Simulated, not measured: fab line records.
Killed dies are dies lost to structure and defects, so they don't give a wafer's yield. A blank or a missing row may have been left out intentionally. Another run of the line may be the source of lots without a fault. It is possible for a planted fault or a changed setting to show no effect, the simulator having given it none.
2 desks looking at one fault | flow gf180mcu | numbers are kept per desk, each desk with only its own; the story behind them comes last

== TOOL OWNER'S DESK, krf-scanner-01 ==
The tool's own readings at GF_V3_EXPOSE_11 (exposes mask Via3, target cd 260 nm): means of the sampled wafers that have a number, for each lot that ran on this tool. The brackets show how far a lot's mean lies from the usual mean; more than 4 standard deviations puts the lot out of limits, marked OUT.
Columns: A = stage-vel-mm-s at GF_V3_EXPOSE_11, usual 499.96 mm/s
lot  | first seen here | A
L504 | day 22 00:09    | 500.32
L505 | day 22 09:50    | 499.82
L507 | day 23 04:05    | 500.10
L510 | day 24 02:16    | 499.97
L520 | day 27 09:43    | 499.78
L523 | day 28 03:50    | 499.95
L524 | day 28 12:49    | 499.72
This desk's finding: nothing out of limits on any of the 7 lots.

== AT THE METROLOGY DESK ==
What the gauges read, lot by lot, whatever tool the lot ran on: means of the sampled wafers that have a number. The brackets show how far a lot's mean lies from the usual mean; more than 4 standard deviations puts the lot out of limits, marked OUT.
Columns: A = V3_CVD_00_THK at GF_V3_THK_MEAS_01, usual 570 nm; B = V3_OVL at GF_V3_OVL_MEAS_15, usual 5 nm; C = V3_W_RS at GF_V3_RS_MEAS_24, usual 0.328 ohm/sq
lot  | first seen here | A   | B             | C
L504 | day 21 11:20    | 565 | 3             | 0.332
L505 | day 21 21:47    | 568 | 8             | 0.330
L506 | day 22 02:31    | 561 | -1            | 0.328
L507 | day 22 17:03    | 567 | 10            | 0.330
L509 | day 23 10:36    | 563 | -2            | 0.334
L510 | day 23 15:40    | 566 | 12            | 0.330
L511 | day 24 00:02    | 574 | -0            | 0.328
L513 | day 24 12:18    | 561 | 8             | 0.330
L514 | day 25 02:19    | 574 | 2             | 0.327
L520 | day 26 22:30    | 575 | 8             | 0.330
L523 | day 27 17:41    | 572 | 30 (+4.2) OUT | 0.333
L524 | day 28 02:06    | 573 | 20            | 0.324
This desk finds L523 out of limits, with the earliest case on L523 at day 28 13:28 (V3_OVL at GF_V3_OVL_MEAS_15). In limits: L504, L505, L506, L507, L509, L510, L511, L513, L514, L520, L524.

== PUT TOGETHER ==
An alarm was possible from the metrology desk at day 28 13:28, on L523.
The desk of the tool owner found nothing out of limits.
On record at the tool owner's desk: L523, within its limits.
All the named lots went through GF_V3_EXPOSE_11 on krf-scanner-01.

== WHAT THE SIMULATOR PUT IN ==
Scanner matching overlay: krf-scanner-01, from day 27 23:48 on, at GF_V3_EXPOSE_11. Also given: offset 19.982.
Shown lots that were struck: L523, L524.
Hours from the fault's start to each desk's first reading out of limits: the metrology desk, 14.
